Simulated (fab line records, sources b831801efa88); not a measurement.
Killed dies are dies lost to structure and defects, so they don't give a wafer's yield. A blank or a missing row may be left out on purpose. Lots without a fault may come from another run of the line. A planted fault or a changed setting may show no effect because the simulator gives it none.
A struck lot beside a sound one | flow sky130 | 25 steps out of a route of 708
Sound: wafers L153.3, L153.4, L153.5. Struck: wafers L158.1, L158.2, L158.4. The cause comes at the end.
At each step with rows: each side's tool, then ch and its chambers, then its first start. Under that, the readings that differ: sound wafers | struck wafers | difference of the means | sigmas: that difference in standard deviations of wafers without a fault.
alike: readings whose means differ by less than 2 such deviations, and words and numbers that are the same on both sides. not compared: withheld readings, readings that some wafer has no value for, bounds like >300 that may hide the same value, and numbers for which the record gives no deviation and whose values overlap.
The two part at a step that has a row with sigmas, a row that says differs or no value, or rows on one side only. Numbers that don't overlap but have no deviation are shown without sigmas and don't part them. A reading that every wafer of one side lacks parts them only if that side has two wafers or more.

SKY_PWDE_TW_MEAS_10:
  sound on film_metro-01, day 4 00:57; struck on film_metro-01, day 5 07:45
  alike: PWDE_TW
then, 7 steps without rows for these wafers: SKY_NWELL_DEHYDRATE_03 (time 60 s); SKY_NWELL_HMDS_04 (prime time 60 s); SKY_NWELL_COAT_05 (resist thk 3000 nm); SKY_NWELL_SOFTBAKE_06; SKY_NWELL_EXPOSE_07 (exposes mask NWM, target cd 840 nm); SKY_NWELL_PEB_08; SKY_NWELL_DEVELOP_09 (develop time 60 s).
SKY_NWELL_OVL_MEAS_10:
  sound on overlay-01, day 4 17:44; struck on overlay-01, day 6 01:04
  alike: NWELL_00_OVL
then, 3 steps without rows for these wafers: SKY_NWELL_IMPLANT_11; SKY_NWELL_IMPLANT_12; SKY_NWELL_IMPLANT_13.
SKY_NWELL_STRIP_14: strips in O2/N2.
  sound on plasma_asher-03 ch 0,1, day 4 18:15; struck on plasma_asher-04 ch 0,1, day 6 01:34
  no value came back on the struck wafers for chamber_pressure_mTorr (mTorr), drypump_motor_current_A (A), oes_product_au (a.u.), strip_time_to_endpoint_s (s); on the sound wafers chamber_pressure_mTorr (mTorr) reads 1502.5 1498.9 1498.3
  reading                                 | sound | struck         | difference | sigmas
  model.coat_of_NWELL_COAT_05.thk_nm (nm) | 0 0 0 | 3002 2995 3004 | +3000      |
  not compared: rf_hours_counter_h
SKY_NWELL_TW_MEAS_15:
  sound on film_metro-02, day 4 18:20; struck on film_metro-04, day 6 01:40
  alike: NWELL_TW
then, 7 steps without rows for these wafers: SKY_NWELL_DEHYDRATE_16 (time 60 s); SKY_NWELL_HMDS_17 (prime time 60 s); SKY_NWELL_COAT_18 (resist thk 3000 nm); SKY_NWELL_SOFTBAKE_19; SKY_NWELL_EXPOSE_20 (exposes mask NWM COMPLEMENT, target cd 840 nm); SKY_NWELL_PEB_21; SKY_NWELL_DEVELOP_22 (develop time 60 s).
SKY_NWELL_OVL_MEAS_23:
  sound on overlay-02, day 5 11:32; struck on overlay-02, day 6 19:49
  alike: NWELL_01_OVL
then, 1 step without rows for these wafers: SKY_NWELL_IMPLANT_24.
SKY_NWELL_STRIP_25: strips in O2/N2.
  sound on plasma_asher-03 ch 0,1, day 5 11:44; struck on plasma_asher-02 ch 0,1, day 6 20:00
  reading                      | sound             | struck            | difference | sigmas
  oes_product_au (a.u.)        | 0.723 0.727 0.718 | 0.740 0.743 0.747 | +0.021     | +5
  strip_time_to_endpoint_s (s) | 36.95 37.03 36.94 | 81.23 81.19 81.31 | +44.27     | +99 or more
  alike: chamber_pressure_mTorr, drypump_motor_current_A
  not compared: rf_hours_counter_h
SKY_NWELL_TW_MEAS_26:
  sound on film_metro-01, day 5 11:50; struck on film_metro-04, day 6 20:20
  reading    | sound       | struck   | difference | sigmas
  NWELL_2_TW | 491 491 491 | 30 30 30 | -461       | -99 or more
  not compared: hold

WHERE THEY PART
First at SKY_NWELL_STRIP_14; last, within this record, at SKY_NWELL_TW_MEAS_26.

WHY: what the simulator had put in
Skipped step whole: plasma_asher-04, from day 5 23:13 on, at SKY_NWELL_STRIP_14. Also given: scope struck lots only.
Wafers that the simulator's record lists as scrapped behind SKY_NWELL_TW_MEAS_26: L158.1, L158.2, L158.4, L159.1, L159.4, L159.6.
